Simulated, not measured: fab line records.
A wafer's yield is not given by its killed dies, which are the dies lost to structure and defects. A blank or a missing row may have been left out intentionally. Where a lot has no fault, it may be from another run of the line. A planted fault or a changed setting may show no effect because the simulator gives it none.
fab line records	flow sky130
[record] lots = 13	wafers = 39	last-day = 50
route steps=708 shown POLY_GATE@205 LDD_N@244 LDD_P@264 PAD_OPEN@708
lots untouched by any fault: they come from a run of this same line in which no faults occurred
start-h: hours from the record's first day to the start of the lot's first wafer shown	wait-h: hours elapsed since this lot's preceding step	" unchanged from the row above	L1.1+2: a row that stands for several wafers	- value missing, or start not given	* or withheld: withheld	< > ~ a bound
route shown NAME@n: a module of which the file shows steps, and the number in the route of the first	usual: the fault-free wafers' mean and standard deviation	same: alike in all rows	chamber/n: place in a boat	sites: each site's reading	_std_site: the standard deviation of these	_edge_site: the outer-site mean with the inner-site mean subtracted	radius-mm: how far each site lies from the wafer's centre	mask NAME#n: copy n	behind: the tool/chamber that last shaped the wafer	hold: why the lot was held/for how many hours/how that ended	device: names the non-switching transistor (n, p or np)	end of line: tests of these same wafers at the route's end	step lacking rows: just its recipe	killed: count of dies lost to structure and defects at first sort (not the wafer's yield)	map: shows each die of a wafer: x if killed, . if not, _ if none is there
set.NAME: setting as actually run; set.NAME@STEP: the setting as run at that earlier step	model.NAME: the simulator's own value behind a step, which no gauge read
a sample of lots followed through the steps of the route, with each step as a table and each wafer as a row
services: when a tool's chamber went out of use (start-h, in hours from the record's first day, below 0 if earlier), for how many hours, and the reason
[[steps]]
[step SKY_POLY_GATE_THK_MEAS_01]
[recipe] reads = poly-Si_of_POLY_GATE_CVD_00
[usual] POLY_GATE_CVD_00_THK = 180.0/1.3
lot.wafer	tool	chamber	start-h	wait-h	POLY_GATE_CVD_00_THK[nm]
L366.3	film-metro-03	-	314.00	0.0	177.2
L366.5	"	-	"	"	178.9
L366.6	"	-	"	"	179.9
L367.2	film-metro-04	-	323.90	0.0	178.7
L367.3	"	-	"	"	179.3
L367.5	"	-	"	"	179.5
L369.2	film-metro-03	-	334.65	0.0	180.2
L369.3	"	-	"	"	180.1
L369.4	"	-	"	"	180.9
L370.1	film-metro-04	-	351.91	0.0	181.1
L370.2	"	-	"	"	180.5
L370.6	"	-	"	"	180.4
L371.1	film-metro-04	-	356.25	0.0	180.8
L371.5	"	-	"	"	181.3
L371.6	"	-	"	"	180.7
L373.1	film-metro-03	-	368.41	0.0	180.2
L373.3	"	-	"	"	182.1
L373.6	"	-	"	"	182.4
L376.1	film-metro-02	-	390.16	0.0	182.2
L376.2	"	-	"	"	181.8
L376.3	"	-	"	"	181.7
L377.1	film-metro-03	-	425.20	0.0	179.6
L377.2	"	-	"	"	179.1
L377.5	"	-	"	"	179.3
L378.4	film-metro-04	-	425.23	0.0	179.5
L378.5	"	-	"	"	179.2
L378.6	"	-	"	"	178.5
L380.2	film-metro-03	-	425.27	0.1	179.9
L380.4	"	-	"	"	179.6
L380.6	"	-	"	"	177.3
L381.1	film-metro-02	-	442.17	0.0	179.7
L381.2	"	-	"	"	180.7
L381.6	"	-	"	"	180.6
L386.1	film-metro-02	-	481.00	0.0	181.5
L386.2	"	-	"	"	180.1
L386.4	"	-	"	"	179.7
L389.2	film-metro-04	-	504.87	0.0	177.9
L389.4	"	-	"	"	178.9
L389.5	"	-	"	"	180.8
[step SKY_POLY_GATE_CD_MEAS_13]
[recipe] target-cd-nm = 150
[usual] cd-nm = 149.9/1.4
lot.wafer	tool	chamber	start-h	wait-h	cd-nm
L366.3	cd-sem-02	-	377.97	-	148.0
L366.5	"	-	"	"	148.5
L366.6	"	-	"	"	148.0
L367.2	cd-sem-02	-	383.14	-	151.4
L367.3	"	-	"	"	150.2
L367.5	"	-	"	"	150.7
L369.2	cd-sem-01	-	392.18	-	149.6
L369.3	"	-	"	"	151.1
L369.4	"	-	"	"	149.5
L370.1	cd-sem-01	-	410.22	-	151.0
L370.2	"	-	"	"	151.8
L370.6	"	-	"	"	151.3
L371.1	cd-sem-01	-	416.42	-	150.4
L371.5	"	-	"	"	150.9
L371.6	"	-	"	"	150.4
L373.1	cd-sem-01	-	428.66	-	151.5
L373.3	"	-	"	"	150.0
L373.6	"	-	"	"	151.4
L376.1	cd-sem-02	-	450.36	-	153.0
L376.2	"	-	"	"	152.9
L376.3	"	-	"	"	152.6
L380.2	cd-sem-02	-	487.73	-	150.4
L380.4	"	-	"	"	151.4
L380.6	"	-	"	"	152.0
L377.1	cd-sem-01	-	487.82	-	149.9
L377.2	"	-	"	"	151.3
L377.5	"	-	"	"	151.2
L378.4	cd-sem-02	-	488.23	-	148.7
L378.5	"	-	"	"	147.4
L378.6	"	-	"	"	148.4
L381.1	cd-sem-01	-	504.71	-	150.9
L381.2	"	-	"	"	149.8
L381.6	"	-	"	"	151.0
L386.1	cd-sem-02	-	542.01	-	150.2
L386.2	"	-	"	"	149.7
L386.4	"	-	"	"	150.0
L389.2	cd-sem-02	-	567.83	-	148.2
L389.4	"	-	"	"	148.5
L389.5	"	-	"	"	148.5
[step SKY_LDD_N_OVL_MEAS_07]
[usual] LDD_N_OVL = 0.9/1.4
lot.wafer	tool	chamber	start-h	wait-h	LDD_N_OVL[nm]
L366.3	overlay-01	-	410.44	0.1	1.5
L366.5	"	-	"	"	1.9
L366.6	"	-	"	"	1.8
L367.2	overlay-01	-	415.63	0.1	3.3
L367.3	"	-	"	"	3.0
L367.5	"	-	"	"	2.7
L369.2	overlay-01	-	425.56	0.1	0.2
L369.3	"	-	"	"	0.1
L369.4	"	-	"	"	0.4
L370.1	overlay-01	-	447.56	0.1	-0.8
L370.2	"	-	"	"	-2.1
L370.6	"	-	"	"	-1.3
L371.1	overlay-01	-	447.86	0.1	0.7
L371.5	"	-	"	"	1.2
L371.6	"	-	"	"	-0.1
L373.1	overlay-01	-	461.81	0.1	0.4
L373.3	"	-	"	"	0.7
L373.6	"	-	"	"	1.3
L376.1	overlay-01	-	483.66	0.1	2.1
L376.2	"	-	"	"	1.9
L376.3	"	-	"	"	3.7
L380.2	overlay-01	-	519.92	0.1	2.7
L380.4	"	-	"	"	0.7
L380.6	"	-	"	"	0.3
L377.1	overlay-01	-	521.58	0.1	1.5
L377.2	"	-	"	"	1.6
L377.5	"	-	"	"	2.1
L378.4	overlay-02	-	521.89	0.1	0.1
L378.5	"	-	"	"	1.3
L378.6	"	-	"	"	2.5
L381.1	overlay-01	-	536.28	0.1	0.8
L381.2	"	-	"	"	1.8
L381.6	"	-	"	"	1.0
L386.1	overlay-02	-	573.78	0.1	0.3
L386.2	"	-	"	"	0.2
L386.4	"	-	"	"	1.7
L389.2	overlay-02	-	599.17	0.1	0.7
L389.4	"	-	"	"	1.2
L389.5	"	-	"	"	0.3
[step SKY_LDD_P_IMPLANT_09]
[recipe] species = BF2	energy-kev = 25	dose-cm2 = 1e+13	tilt-deg = withheld
[usual] beam-energy-keV = 25.000/0.008	dose-ions-cm2 = 9.999e+12/9.5e+09	end-station-pressure-torr = 5.05e-06/2.9e-07
lot.wafer	tool	chamber	start-h	wait-h	beam-energy-keV	dose-ions-cm2	end-station-pressure-torr
L366.3	implanter-01	0	441.86	0.1	25.009	1e+13	4.51e-06
L366.5	"	0	"	"	25.006	1.001e+13	5.26e-06
L366.6	"	0	"	"	25.010	9.987e+12	4.89e-06
L367.2	implanter-04	0	445.96	0.0	25.015	1.0019e+13	5.12e-06
L367.3	"	0	"	"	25.009	1.0009e+13	5.35e-06
L367.5	"	0	"	"	25.014	1.0002e+13	4.94e-06
L369.2	implanter-04	0	457.01	0.0	24.996	9.996e+12	5.19e-06
L369.3	"	0	"	"	24.993	1.0019e+13	5.33e-06
L369.4	"	0	"	"	25.003	9.994e+12	5e-06
L370.1	implanter-02	0	479.73	0.0	24.991	9.991e+12	5.6e-06
L370.2	"	0	"	"	24.994	1.0013e+13	4.78e-06
L370.6	"	0	"	"	24.995	9.994e+12	5.04e-06
L371.1	implanter-01	0	479.86	0.0	25.000	1.0004e+13	5.37e-06
L371.5	"	0	"	"	24.987	9.992e+12	5.27e-06
L371.6	"	0	"	"	24.987	9.983e+12	4.9e-06
L373.1	implanter-01	0	493.96	0.0	24.995	1.0009e+13	5.15e-06
L373.3	"	0	"	"	25.000	1.0019e+13	5.25e-06
L373.6	"	0	"	"	24.996	9.999e+12	4.82e-06
L376.1	implanter-02	0	517.01	0.0	25.014	9.991e+12	5.09e-06
L376.2	"	0	"	"	25.017	9.986e+12	5.29e-06
L376.3	"	0	"	"	25.012	9.992e+12	5.06e-06
L380.2	implanter-01	0	551.31	0.0	25.012	9.991e+12	4.91e-06
L380.4	"	0	"	"	25.014	1e+13	4.68e-06
L380.6	"	0	"	"	25.001	9.989e+12	4.42e-06
L377.1	implanter-01	0	552.78	0.0	20.437	1.0016e+13	5.08e-06
L377.2	"	0	"	"	20.438	1.0006e+13	5.07e-06
L377.5	"	0	"	"	20.448	9.998e+12	5.4e-06
L378.4	implanter-04	0	552.89	0.1	24.999	1.0011e+13	4.94e-06
L378.5	"	0	"	"	25.007	1.0014e+13	5.06e-06
L378.6	"	0	"	"	25.006	1.002e+13	4.72e-06
L381.1	implanter-01	0	567.27	0.0	20.436	9.991e+12	4.91e-06
L381.2	"	0	"	"	20.434	9.985e+12	5.33e-06
L381.6	"	0	"	"	20.440	9.99e+12	5.51e-06
L386.1	implanter-04	0	604.76	0.0	25.000	9.993e+12	4.81e-06
L386.2	"	0	"	"	24.984	9.979e+12	4.9e-06
L386.4	"	0	"	"	24.996	1e+13	4.89e-06
L389.2	implanter-04	0	629.65	0.0	24.997	9.996e+12	5.55e-06
L389.4	"	0	"	"	24.986	9.999e+12	4.8e-06
L389.5	"	0	"	"	24.991	1.0016e+13	5.2e-06
[step SKY_LDD_P_TW_MEAS_11]
[usual] LDD_P_TW = 635/3.6
lot.wafer	tool	chamber	start-h	wait-h	LDD_P_TW
L366.3	film-metro-03	-	442.08	0.1	641
L366.5	"	-	"	"	639
L366.6	"	-	"	"	642
L367.2	film-metro-03	-	446.19	0.1	643
L367.3	"	-	"	"	638
L367.5	"	-	"	"	638
L369.2	film-metro-03	-	457.24	0.1	636
L369.3	"	-	"	"	639
L369.4	"	-	"	"	640
L370.1	film-metro-03	-	479.98	0.1	645
L370.2	"	-	"	"	634
L370.6	"	-	"	"	635
L371.1	film-metro-01	-	480.11	0.1	640
L371.5	"	-	"	"	637
L371.6	"	-	"	"	634
L373.1	film-metro-03	-	494.21	0.1	637
L373.3	"	-	"	"	640
L373.6	"	-	"	"	637
L376.1	film-metro-01	-	517.26	0.1	634
L376.2	"	-	"	"	633
L376.3	"	-	"	"	634
L380.2	film-metro-03	-	551.54	0.1	633
L380.4	"	-	"	"	632
L380.6	"	-	"	"	634
L377.1	film-metro-02	-	553.03	0.1	603
L377.2	"	-	"	"	605
L377.5	"	-	"	"	602
L378.4	film-metro-01	-	553.09	0.1	634
L378.5	"	-	"	"	633
L378.6	"	-	"	"	631
L381.1	film-metro-01	-	567.52	0.1	598
L381.2	"	-	"	"	598
L381.6	"	-	"	"	600
L386.1	film-metro-01	-	605.01	0.1	636
L386.2	"	-	"	"	638
L386.4	"	-	"	"	635
L389.2	film-metro-03	-	629.88	0.1	629
L389.4	"	-	"	"	630
L389.5	"	-	"	"	631
[step SKY_PAD_OPEN_PROBE_99]
[usual] killed_at_M0_to_M3 = 44/7.3	killed_at_M4_up = 3.0/1.9	killed-at-contacts = 24/5	killed-at-front-end = 16/4.5	killed-at-other = 0.3/0.46	killed-dies = 87/10	killed-on-rim = 17/3.5	killed-open = 47/8.3	killed-short = 39/6.4
[same] gross-dies = 492	killed-at-back-side = 0
lot.wafer	tool	chamber	start-h	wait-h	killed_at_M0_to_M3	killed_at_M4_up	killed-at-contacts	killed-at-front-end	killed-at-other	killed-dies	killed-on-rim	killed-open	killed-short
L366.3	prober-01	-	1081.39	0.2	47	4	16	26	0	93	18	46	47
L366.5	prober-01	-	1081.49	0.2	52	2	30	15	0	99	19	64	35
L366.6	prober-01	-	1081.54	0.2	50	6	35	9	0	100	20	58	42
L367.2	prober-02	-	1082.84	0.1	38	2	28	12	0	80	13	42	38
L367.3	prober-02	-	1082.89	0.2	43	4	16	27	1	91	22	48	43
L367.5	prober-02	-	1082.99	0.2	38	1	29	20	1	89	17	50	39
L369.2	prober-02	-	1090.18	0.1	52	3	21	21	0	97	16	52	45
L369.3	prober-02	-	1090.23	0.2	39	0	37	18	1	95	17	46	49
L369.4	prober-02	-	1090.28	0.2	21	3	27	18	0	69	12	40	29
L370.1	prober-01	-	1102.73	0.1	57	1	31	14	0	103	21	64	39
L370.2	prober-01	-	1102.78	0.1	43	1	22	14	0	80	17	44	36
L370.6	prober-01	-	1102.98	0.2	55	1	24	10	1	91	19	54	37
L371.1	prober-02	-	1105.23	0.1	52	3	33	18	0	106	16	64	42
L371.5	prober-02	-	1105.43	0.2	30	3	26	12	1	72	14	46	26
L371.6	prober-02	-	1105.48	0.2	42	2	24	20	1	89	21	49	40
L373.1	prober-01	-	1114.25	0.1	49	0	23	13	0	85	13	55	30
L373.3	prober-01	-	1114.35	0.2	36	3	10	18	0	67	14	34	33
L373.6	prober-01	-	1114.50	0.2	47	5	25	10	0	87	17	48	39
L376.1	prober-01	-	1127.10	0.1	52	6	18	13	0	89	17	49	40
L376.2	prober-01	-	1127.15	0.1	40	4	29	9	0	82	18	45	37
L376.3	prober-01	-	1127.20	0.2	43	6	26	17	1	93	17	56	37
L380.2	prober-02	-	1149.23	0.1	55	5	21	14	1	96	22	48	48
L380.4	prober-02	-	1149.33	0.2	35	5	26	16	0	82	19	42	40
L380.6	prober-02	-	1149.43	0.2	47	4	18	16	0	85	17	37	48
L377.1	prober-02	-	1151.84	0.1	59	3	31	19	0	112	20	63	49
L377.2	prober-02	-	1151.89	0.1	39	4	27	19	1	90	14	47	43
L377.5	prober-02	-	1152.04	0.2	54	0	21	14	1	90	17	48	42
L378.4	prober-01	-	1154.77	0.2	59	2	22	18	1	102	21	58	44
L378.5	prober-01	-	1154.82	0.2	44	3	22	15	1	85	17	33	52
L378.6	prober-01	-	1154.87	0.2	50	4	17	17	0	88	16	42	46
L381.1	prober-02	-	1162.75	0.1	51	4	25	32	0	112	23	68	44
L381.2	prober-02	-	1162.80	0.1	49	1	32	21	0	103	17	51	52
L381.6	prober-02	-	1163.00	0.2	58	5	19	10	0	92	17	46	46
L386.1	prober-01	-	1179.13	0.1	38	6	16	19	0	79	11	36	43
L386.2	prober-01	-	1179.18	0.1	33	2	22	16	0	73	15	34	39
L386.4	prober-01	-	1179.28	0.2	35	2	34	13	0	84	22	52	32
L389.2	prober-02	-	1197.73	0.1	43	4	19	17	0	83	14	51	32
L389.4	prober-02	-	1197.83	0.2	45	2	28	11	0	86	21	47	39
L389.5	prober-02	-	1197.88	0.2	50	3	30	15	0	98	17	62	36
// killed by level:class
L366.3 VIA1:geometric-particle:open=10 FIELD_ISO:geometric-particle:short=9 VIA1:geometric-particle:short=9 FIELD_ISO:geometric-particle:open=8 METAL2:geometric-particle:short=8 CONTACT:geometric-particle:open=8 POLY_GATE:geometric-particle:short=4 LI_CONTACT:geometric-particle:open=4
L366.5 VIA1:geometric-particle:open=15 CONTACT:geometric-particle:open=13 VIA3:geometric-particle:open=10 LI_CONTACT:geometric-particle:open=8 VIA1:geometric-particle:short=5 CONTACT:geometric-particle:short=5 VIA2:geometric-particle:open=5 FIELD_ISO:geometric-particle:short=4
L366.6 CONTACT:geometric-particle:open=21 VIA1:geometric-particle:open=10 VIA1:geometric-particle:short=10 LI_CONTACT:geometric-particle:open=6 CONTACT:geometric-particle:short=6 VIA2:geometric-particle:open=6 METAL1:geometric-particle:short=5 VIA3:geometric-particle:short=5
L367.2 LI_CONTACT:geometric-particle:open=10 METAL2:geometric-particle:short=8 CONTACT:geometric-particle:open=7 FIELD_ISO:geometric-particle:open=5 VIA2:geometric-particle:open=5 CONTACT:geometric-particle:short=5 METAL1:geometric-particle:short=5 VIA1:geometric-particle:open=5
L367.3 FIELD_ISO:geometric-particle:open=10 CONTACT:geometric-particle:open=10 METAL1:geometric-particle:short=8 POLY_GATE:geometric-particle:short=7 METAL3:geometric-particle:short=6 VIA1:geometric-particle:open=6 VIA3:geometric-particle:open=5 FIELD_ISO:geometric-particle:short=4
L367.5 CONTACT:geometric-particle:open=10 LI_CONTACT:geometric-particle:open=8 VIA1:geometric-particle:open=8 VIA3:geometric-particle:open=6 CONTACT:geometric-particle:short=6 METAL2:geometric-particle:short=5 VIA2:geometric-particle:open=5 POLY_GATE:geometric-particle:short=4
L369.2 VIA1:geometric-particle:open=11 VIA3:geometric-particle:open=9 VIA1:geometric-particle:short=8 CONTACT:geometric-particle:open=7 POLY_GATE:geometric-particle:short=6 POLY_GATE:geometric-particle:open=6 LI_CONTACT:geometric-particle:open=6 METAL2:geometric-particle:short=6
L369.3 CONTACT:geometric-particle:open=15 FIELD_ISO:geometric-particle:short=9 METAL2:geometric-particle:short=9 LI_CONTACT:geometric-particle:open=8 VIA1:geometric-particle:open=8 VIA3:geometric-particle:open=6 CONTACT:geometric-particle:short=5 VIA1:geometric-particle:short=5
L369.4 CONTACT:geometric-particle:open=13 FIELD_ISO:geometric-particle:open=6 LI_CONTACT:geometric-particle:open=6 FIELD_ISO:geometric-particle:short=4 VIA3:geometric-particle:short=4 LOCAL_INTERCONNECT:geometric-particle:short=3 CONTACT:geometric-particle:short=3 VIA1:geometric-particle:short=3
L370.1 CONTACT:geometric-particle:open=11 VIA1:geometric-particle:open=11 VIA3:geometric-particle:open=11 VIA2:geometric-particle:open=9 METAL1:geometric-particle:short=8 LI_CONTACT:geometric-particle:open=8 CONTACT:geometric-particle:short=7 METAL2:geometric-particle:short=5
L370.2 VIA1:geometric-particle:open=11 CONTACT:geometric-particle:open=10 VIA1:geometric-particle:short=6 VIA2:geometric-particle:open=6 LI_CONTACT:geometric-particle:open=5 VIA3:geometric-particle:open=5 METAL3:geometric-particle:short=4 FIELD_ISO:geometric-particle:short=3
L370.6 VIA1:geometric-particle:open=12 VIA3:geometric-particle:open=10 CONTACT:geometric-particle:open=10 LI_CONTACT:geometric-particle:open=6 VIA2:geometric-particle:open=6 METAL1:geometric-particle:short=6 VIA1:geometric-particle:short=6 POLY_GATE:geometric-particle:short=4
L371.1 CONTACT:geometric-particle:open=12 VIA1:geometric-particle:open=11 VIA2:geometric-particle:open=11 LI_CONTACT:geometric-particle:open=7 VIA3:geometric-particle:open=7 POLY_GATE:geometric-particle:short=6 METAL1:geometric-particle:short=6 VIA1:geometric-particle:short=5
L371.5 LI_CONTACT:geometric-particle:open=9 CONTACT:geometric-particle:open=9 VIA1:geometric-particle:open=7 VIA3:geometric-particle:open=7 CONTACT:geometric-particle:short=5 VIA2:geometric-particle:open=5 FIELD_ISO:geometric-particle:short=3 POLY_GATE:geometric-particle:open=3
L371.6 VIA1:geometric-particle:open=12 CONTACT:geometric-particle:open=10 POLY_GATE:geometric-particle:short=7 LI_CONTACT:geometric-particle:open=6 VIA3:geometric-particle:open=6 FIELD_ISO:geometric-particle:open=5 LOCAL_INTERCONNECT:geometric-particle:short=4 METAL1:geometric-particle:short=4
L373.1 VIA1:geometric-particle:open=16 LI_CONTACT:geometric-particle:open=10 VIA2:geometric-particle:open=10 CONTACT:geometric-particle:open=7 METAL1:geometric-particle:short=7 FIELD_ISO:geometric-particle:open=5 VIA1:geometric-particle:short=5 LI_CONTACT:geometric-particle:short=3
L373.3 VIA1:geometric-particle:open=8 FIELD_ISO:geometric-particle:short=5 METAL1:geometric-particle:open=4 SPACER:geometric-particle:short=4 VIA3:geometric-particle:open=4 CONTACT:geometric-particle:open=4 METAL2:geometric-particle:short=4 POLY_GATE:geometric-particle:open=3
L373.6 LI_CONTACT:geometric-particle:open=9 VIA3:geometric-particle:open=8 VIA1:geometric-particle:short=8 CONTACT:geometric-particle:short=6 VIA1:geometric-particle:open=6 VIA2:geometric-particle:open=6 LOCAL_INTERCONNECT:geometric-particle:short=4 CONTACT:geometric-particle:open=4
L376.1 VIA1:geometric-particle:open=10 VIA2:geometric-particle:open=10 CONTACT:geometric-particle:open=8 METAL1:geometric-particle:short=8 METAL2:geometric-particle:short=7 LI_CONTACT:geometric-particle:open=6 VIA1:geometric-particle:short=5 METAL4:geometric-particle:short=4
L376.2 CONTACT:geometric-particle:open=13 VIA1:geometric-particle:open=9 CONTACT:geometric-particle:short=7 METAL2:geometric-particle:short=6 VIA3:geometric-particle:open=6 VIA2:geometric-particle:open=6 METAL3:geometric-particle:short=5 METAL4:geometric-particle:short=4
L376.3 VIA1:geometric-particle:open=11 LI_CONTACT:geometric-particle:open=9 CONTACT:geometric-particle:open=9 VIA3:geometric-particle:open=8 VIA3:geometric-particle:short=7 FIELD_ISO:geometric-particle:open=6 VIA2:geometric-particle:short=5 POLY_GATE:geometric-particle:open=4
L380.2 VIA1:geometric-particle:open=10 CONTACT:geometric-particle:open=9 VIA2:geometric-particle:open=8 VIA3:geometric-particle:open=8 VIA1:geometric-particle:short=7 METAL1:geometric-particle:short=6 VIA2:geometric-particle:short=6 CONTACT:geometric-particle:short=5
L380.4 LI_CONTACT:geometric-particle:open=9 CONTACT:geometric-particle:open=8 METAL1:geometric-particle:short=8 VIA1:geometric-particle:open=7 VIA1:geometric-particle:short=5 VIA2:geometric-particle:open=5 FIELD_ISO:geometric-particle:open=4 LOCAL_INTERCONNECT:geometric-particle:short=4
L380.6 VIA1:geometric-particle:short=9 METAL1:geometric-particle:short=7 VIA1:geometric-particle:open=7 CONTACT:geometric-particle:open=6 POLY_GATE:geometric-particle:short=5 VIA3:geometric-particle:open=5 VIA2:geometric-particle:short=4 LI_CONTACT:geometric-particle:open=4
L377.1 CONTACT:geometric-particle:open=16 VIA1:geometric-particle:open=14 VIA2:geometric-particle:open=11 METAL1:geometric-particle:short=8 VIA1:geometric-particle:short=6 METAL2:geometric-particle:short=6 VIA2:geometric-particle:short=6 LI_CONTACT:geometric-particle:open=5
L377.2 CONTACT:geometric-particle:open=9 METAL2:geometric-particle:short=9 LI_CONTACT:geometric-particle:open=8 VIA1:geometric-particle:open=8 POLY_GATE:geometric-particle:short=6 VIA3:geometric-particle:open=5 METAL1:geometric-particle:short=5 LOCAL_INTERCONNECT:geometric-particle:short=4
L377.5 VIA1:geometric-particle:open=10 VIA3:geometric-particle:open=9 VIA2:geometric-particle:open=9 METAL2:geometric-particle:short=6 CONTACT:geometric-particle:short=5 CONTACT:geometric-particle:open=5 VIA1:geometric-particle:short=5 LI_CONTACT:geometric-particle:open=4
L378.4 CONTACT:geometric-particle:open=12 VIA3:geometric-particle:open=12 VIA1:geometric-particle:open=10 METAL1:geometric-particle:short=10 VIA2:geometric-particle:open=7 FIELD_ISO:geometric-particle:short=5 METAL2:geometric-particle:short=5 POLY_GATE:geometric-particle:open=4
L378.5 VIA1:geometric-particle:short=9 LI_CONTACT:geometric-particle:open=7 VIA2:geometric-particle:open=6 METAL1:geometric-particle:short=6 FIELD_ISO:geometric-particle:short=5 VIA3:geometric-particle:open=5 CONTACT:geometric-particle:short=5 VIA2:geometric-particle:short=5
L378.6 METAL1:geometric-particle:short=14 VIA3:geometric-particle:open=10 CONTACT:geometric-particle:open=7 VIA2:geometric-particle:open=6 VIA1:geometric-particle:open=6 FIELD_ISO:geometric-particle:short=5 POLY_GATE:geometric-particle:short=5 LOCAL_INTERCONNECT:geometric-particle:short=4
L381.1 VIA1:geometric-particle:open=17 LI_CONTACT:geometric-particle:open=11 FIELD_ISO:geometric-particle:short=10 VIA3:geometric-particle:open=10 FIELD_ISO:geometric-particle:open=8 CONTACT:geometric-particle:open=8 VIA1:geometric-particle:short=6 METAL1:geometric-particle:short=6
L381.2 VIA1:geometric-particle:open=11 CONTACT:geometric-particle:open=10 LOCAL_INTERCONNECT:geometric-particle:short=9 METAL1:geometric-particle:short=8 POLY_GATE:geometric-particle:open=7 METAL2:geometric-particle:short=7 LI_CONTACT:geometric-particle:open=5 VIA3:geometric-particle:short=5
L381.6 LI_CONTACT:geometric-particle:open=9 METAL1:geometric-particle:short=9 VIA1:geometric-particle:open=9 VIA3:geometric-particle:open=9 METAL2:geometric-particle:short=7 VIA1:geometric-particle:short=7 VIA2:geometric-particle:open=6 CONTACT:geometric-particle:open=4
L386.1 POLY_GATE:geometric-particle:short=8 VIA1:geometric-particle:open=6 VIA3:geometric-particle:open=6 POLY_GATE:geometric-particle:open=5 CONTACT:geometric-particle:open=5 VIA1:geometric-particle:short=5 VIA2:geometric-particle:open=5 METAL1:geometric-particle:short=4
L386.2 CONTACT:geometric-particle:open=9 VIA1:geometric-particle:open=6 VIA3:geometric-particle:open=5 POLY_GATE:geometric-particle:short=4 LOCAL_INTERCONNECT:geometric-particle:short=4 METAL1:geometric-particle:short=4 METAL2:geometric-particle:short=4 FIELD_ISO:geometric-particle:short=3
L386.4 CONTACT:geometric-particle:open=12 LI_CONTACT:geometric-particle:open=10 FIELD_ISO:geometric-particle:open=6 VIA3:geometric-particle:open=6 CONTACT:geometric-particle:short=5 VIA1:geometric-particle:short=5 VIA2:geometric-particle:open=5 METAL2:geometric-particle:short=4
L389.2 VIA1:geometric-particle:open=10 LI_CONTACT:geometric-particle:open=8 FIELD_ISO:geometric-particle:open=6 POLY_GATE:geometric-particle:short=6 VIA3:geometric-particle:open=6 CONTACT:geometric-particle:open=5 METAL3:geometric-particle:short=5 METAL1:geometric-particle:short=4
L389.4 LI_CONTACT:geometric-particle:open=12 VIA1:geometric-particle:open=8 VIA3:geometric-particle:open=6 CONTACT:geometric-particle:open=6 METAL1:geometric-particle:short=6 METAL2:geometric-particle:open=5 VIA1:geometric-particle:short=5 FIELD_ISO:geometric-particle:open=4
L389.5 CONTACT:geometric-particle:open=17 VIA1:geometric-particle:open=11 VIA2:geometric-particle:open=10 METAL1:geometric-particle:short=8 LI_CONTACT:geometric-particle:open=6 VIA1:geometric-particle:short=6 FIELD_ISO:geometric-particle:open=5 METAL2:geometric-particle:short=4
[[services]]
tool	chamber	start-h	hours	kind
implanter-01	-	441.96	3.6	pm
implanter-01	-	450.85	1.9	repair
implanter-02	-	483.23	3.7	repair
implanter-02	-	486.43	0.5	repair
implanter-04	-	522.90	3.7	pm
implanter-02	-	626.88	1.4	repair
[[key]]
[first-sign] step = SKY_LDD_P_IMPLANT_09	reading = beam-energy-keV	direction = down	sigmas = 99+	usual = *	struck = *
[effect] step = SKY_LDD_P_TW_MEAS_11	reading = LDD_P_TW	direction = down	sigmas = 9.3	usual = 635	struck = 601
met-at SKY_LDD_P_IMPLANT_09
struck-lots L377,L381
tester-left-out L377,L381
not-acting-at SKY_POLY_GATE_THK_MEAS_01,SKY_POLY_GATE_CD_MEAS_13,SKY_LDD_N_OVL_MEAS_07
onset-between 551.31 552.78
[fault] kind = process-parameter-drift	tool = implanter-01	chamber = -	onset-h = 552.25	steps = SKY_LDD_P_IMPLANT_09	channel = energy-kev	offset = *	shape = step	end-h = 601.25	acts-in = *	stated = *
// tester-left-out: of these lots the tester's yield and bins aren't shown, on N5 and GAA mostly nor the transistor test; their killed dies are dies lost to structure and defects alone, not to doping, threshold or leakage, so they don't give the yield
